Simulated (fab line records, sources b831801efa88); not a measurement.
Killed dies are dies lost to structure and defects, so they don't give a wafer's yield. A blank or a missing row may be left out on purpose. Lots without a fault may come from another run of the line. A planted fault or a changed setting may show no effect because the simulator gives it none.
Which tool did it? | flow gf180mcu | 14 lots, 42 wafers sampled, at 3 steps of a route of 602

WHAT THE GAUGES READ, wafer by wafer
GF_MIM_THK_MEAS_06.
lot  | measured     | on            | MIM_CVD_05_THK (nm)
L210 | day 24 14:09 | film_metro-02 | 41.4 42.0 42.2
L211 | day 25 01:24 | film_metro-01 | 41.4 42.3 43.1
L212 | day 25 01:50 | film_metro-01 | 41.4 41.0 41.7
L213 | day 25 11:50 | film_metro-02 | 41.9 42.3 42.5
L216 | day 26 17:49 | film_metro-02 | 42.0 41.6 43.3
L217 | day 26 22:28 | film_metro-04 | 41.7 41.7 42.4
L218 | day 27 06:23 | film_metro-02 | 41.9 41.7 42.7
L219 | day 27 18:04 | film_metro-02 | 41.8 42.2 42.3
L220 | day 27 22:18 | film_metro-01 | 42.1 42.7 43.0
L221 | day 28 03:01 | film_metro-01 | 42.7 42.9 42.8
L224 | day 29 00:37 | film_metro-01 | 42.1 42.3 42.6
L225 | day 29 06:50 | film_metro-01 | 41.5 40.9 41.9
L226 | day 29 17:45 | film_metro-04 | 41.7 41.6 43.0
L233 | day 31 13:29 | film_metro-02 | 41.1 41.7 42.8

GF_V5_THK_MEAS_03.
lot  | measured     | on            | V5_CVD_02_THK (nm)
L210 | day 26 09:06 | film_metro-01 | 1467 1472 1492
L211 | day 26 21:20 | film_metro-02 | 1408 1437 1434
L212 | day 26 21:55 | film_metro-01 | 1472 1469 1483
L213 | day 27 06:43 | film_metro-02 | 1406 1413 1422
L216 | day 28 11:55 | film_metro-03 | 1441 1441 1482
L217 | day 28 16:19 | film_metro-02 | 1394 1412 1431
L218 | day 28 22:13 | film_metro-01 | 1426 1440 1440
L219 | day 29 09:59 | film_metro-03 | 1435 1430 1465
L220 | day 29 14:31 | film_metro-01 | 1414 1418 1434
L221 | day 29 18:54 | film_metro-03 | 1419 1447 1447
L224 | day 30 15:40 | film_metro-02 | 1425 1451 1455
L225 | day 30 21:09 | film_metro-02 | 1414 1426 1439
L226 | day 31 07:16 | film_metro-01 | 1430 1427 1444
L233 | day 33 00:05 | film_metro-02 | 1453 1425 1481

GF_TOP_METAL_OVL_MEAS_15.
lot  | measured     | on         | TOP_METAL_OVL (nm)
L210 | day 28 04:02 | overlay-02 | 1.0 3.3 2.9
L211 | day 28 15:25 | overlay-01 | 2.1 1.6 0.4
L212 | day 28 16:02 | overlay-02 | 2.5 3.6 2.8
L213 | day 28 23:45 | overlay-02 | 1.8 0.0 0.4
L216 | day 30 04:20 | overlay-02 | 2.8 2.1 2.1
L217 | day 30 08:28 | overlay-02 | 1.8 0.9 1.7
L218 | day 30 13:20 | overlay-02 | 1.0 4.6 2.8
L219 | day 31 00:55 | overlay-01 | 0.6 0.1 0.1
L220 | day 31 04:20 | overlay-01 | 0.9 -0.4 0.5
L221 | day 31 09:05 | overlay-01 | 0.2 -0.3 1.6
L224 | day 32 04:58 | overlay-01 | 1.9 3.3 0.3
L225 | day 32 09:59 | overlay-02 | 1.9 2.3 0.2
L226 | day 32 19:35 | overlay-02 | 1.9 1.5 2.8
L233 | day 34 09:11 | overlay-02 | 2.0 2.9 2.6

WHICH TOOL RAN EACH LOT (tool, then ch and the chambers of the sampled wafers, then the start)
The record holds no process step before these readings.

WHAT THE TOOLS THEMSELVES READ (means of the sampled wafers that have a number; where no wafer has one, the mark that the record gives instead)
The record holds no such reading with a usual standard deviation.

THE ANSWER, worked out from the rows above alone
Rule: what is usual is taken from the lots themselves. Put in order of their means at a reading, lots are off if they are a third of the lots or fewer, leave a main group of 4 or more, and stand apart from it by a gap of 3 or more times the standard deviation of the main group's means; of several such gaps the widest counts. A main group whose means are all the same, to the digits that the tables above print for the reading, isn't used. A lot without any number at a reading at which 4 lots or more have one is off too. The other lots that the step has rows for count as sound. The gauges are gone through in route order, then the tools' own readings, and for those a lot's mean is taken as printed above. The first step at which some lot is off is used, and at that step the reading that is off furthest; a lot without a number counts as furthest.
No lot is off at any reading shown: from this, nothing can be told.

WHAT THE SIMULATOR HAD PUT IN
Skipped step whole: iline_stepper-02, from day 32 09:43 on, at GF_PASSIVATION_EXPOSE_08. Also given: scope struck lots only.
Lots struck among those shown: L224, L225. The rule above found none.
